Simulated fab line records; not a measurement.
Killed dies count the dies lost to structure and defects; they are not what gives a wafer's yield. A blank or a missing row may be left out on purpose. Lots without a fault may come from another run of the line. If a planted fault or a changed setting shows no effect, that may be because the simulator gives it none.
Comparing a struck lot with a sound one    flow gf180mcu    17 steps out of a route of 602
Sound: wafers L614.1, L614.3, L614.6. Struck: wafer L605.2; the same lot's L605.4 was not struck, so it is left out; see the end for the cause.
Each step with rows lists, per side, the tool, then ch with its chambers, then its first start. Under that, the readings that differ: sound wafers    struck wafers    difference of the means    sigmas: that difference in standard deviations of wafers without a fault.
alike: same words and numbers on both sides, and readings whose means sit less than 2 such deviations apart. not compared: any withheld reading, any reading some wafer has no value for, any bound like >300 that may hide the same value, and any number with overlapping values for which the record gives no deviation.
A row with sigmas, a row that says differs or no value, or rows on one side alone: a step with any of these is where the two part. Numbers that have no deviation but don't overlap get no sigmas and don't part them. A reading that every wafer of one side lacks parts them only if that side has two wafers or more.

first, 4 steps without rows for these wafers: GF_SAB_SOFTBAKE_05 (time 60 s); GF_SAB_EXPOSE_06 (exposes mask SAB, target cd 420 nm); GF_SAB_PEB_07; GF_SAB_DEVELOP_08 (develop time 60 s).
GF_SAB_CD_MEAS_09 targets a cd of 420 nm.
  struck on cd sem-01, day 20 11:11; sound on cd sem-02, day 23 03:08
  alike: cd nm
GF_SAB_OVL_MEAS_10:
  struck on overlay-01, day 20 11:17; sound on overlay-01, day 23 03:16
  alike: SAB_OVL
GF_SAB_ETCH_11: etches SiO2 in C4F8/O2/Ar, target depth 55 nm, time 8.5 s.
  sound on rie diel-01 ch 0,2,3, day 23 03:18; struck on rie diel-04 ch 2, day 20 11:19
  alike: bias w, oes product au
  not compared: rf hours counter h
then, 1 step without rows for these wafers: GF_SAB_WET_ETCH_12 (etches SiO2 in dHF, target depth 22 nm, time 440 s).
GF_SAB_STRIP_13: strips in O2/N2.
  sound on plasma asher-02 ch 0,1, day 23 03:27; struck on plasma asher-04 ch 0, day 20 11:28
  alike: drypump motor current A, heater power w, oes product au, strip time to endpoint s
  not compared: rf hours counter h
then, 2 steps without rows for these wafers: GF_SALICIDE_CLEAN_00 (cleans in SC1/SC2, time 150 s); GF_SALICIDE_WET_ETCH_01 (etches SiO2 in dHF, target depth 5 nm, time 100 s).
GF_SALICIDE_SPUTTER_02: material Co, target thk 10 nm, time 20 s.
  struck on pvd sputter-01, day 20 11:40; sound on pvd sputter-02, day 23 03:38
  alike: throttle valve pct
GF_SALICIDE_SPUTTER_03: material TiN, target thk 20 nm, time 16.7 s.
  struck on pvd sputter-01, day 20 11:41; sound on pvd sputter-02, day 23 03:40
reading                                       sound             struck  difference  sigmas
model.TiN_of_SALICIDE_SPUTTER_03.thk nm (nm)  20.3 19.74 19.91  21.15   +1.17       
  alike: throttle valve pct
GF_SALICIDE_RS_MEAS_04: the measuring method here is four-point-probe.
  struck on film metro-02, day 20 11:44; sound on film metro-02, day 23 03:41
reading                   sound              struck  difference  sigmas
SALICIDE_TIN_RS (ohm/sq)  16.38 16.29 16.37  15.80   -0.55       -2
GF_SALICIDE_THK_MEAS_05: measures by xrf.
  struck on film metro-02, day 20 12:04; sound on film metro-02, day 23 03:49
reading                sound              struck  difference  sigmas
SALICIDE_TIN_THK (nm)  20.12 19.65 19.77  21.11   +1.26       +5
  not compared: hold
GF_SALICIDE_RTA_06: time 30 s.
  sound on rtp anneal-02 ch 0, day 23 03:52; struck on rtp anneal-01 ch 0, day 20 15:26
reading             sound              struck                    difference                    sigmas
hold                - - -              await dispo/3.3h/release  no value on the sound wafers  
lamp power pct (%)  6.8 6.9 6.9        5.8                       -1.1                          -2
wafer_temp_C_max    531.7 531.2 531.8  532.8                     +1.2                          +2
then, 1 step without rows for these wafers: GF_PASSIVATION_PROBE_99.

## WHERE THEY PART
At GF_SALICIDE_RS_MEAS_04 first; at GF_SALICIDE_RTA_06 last (within this record only).

WHY: whatever the simulator had introduced
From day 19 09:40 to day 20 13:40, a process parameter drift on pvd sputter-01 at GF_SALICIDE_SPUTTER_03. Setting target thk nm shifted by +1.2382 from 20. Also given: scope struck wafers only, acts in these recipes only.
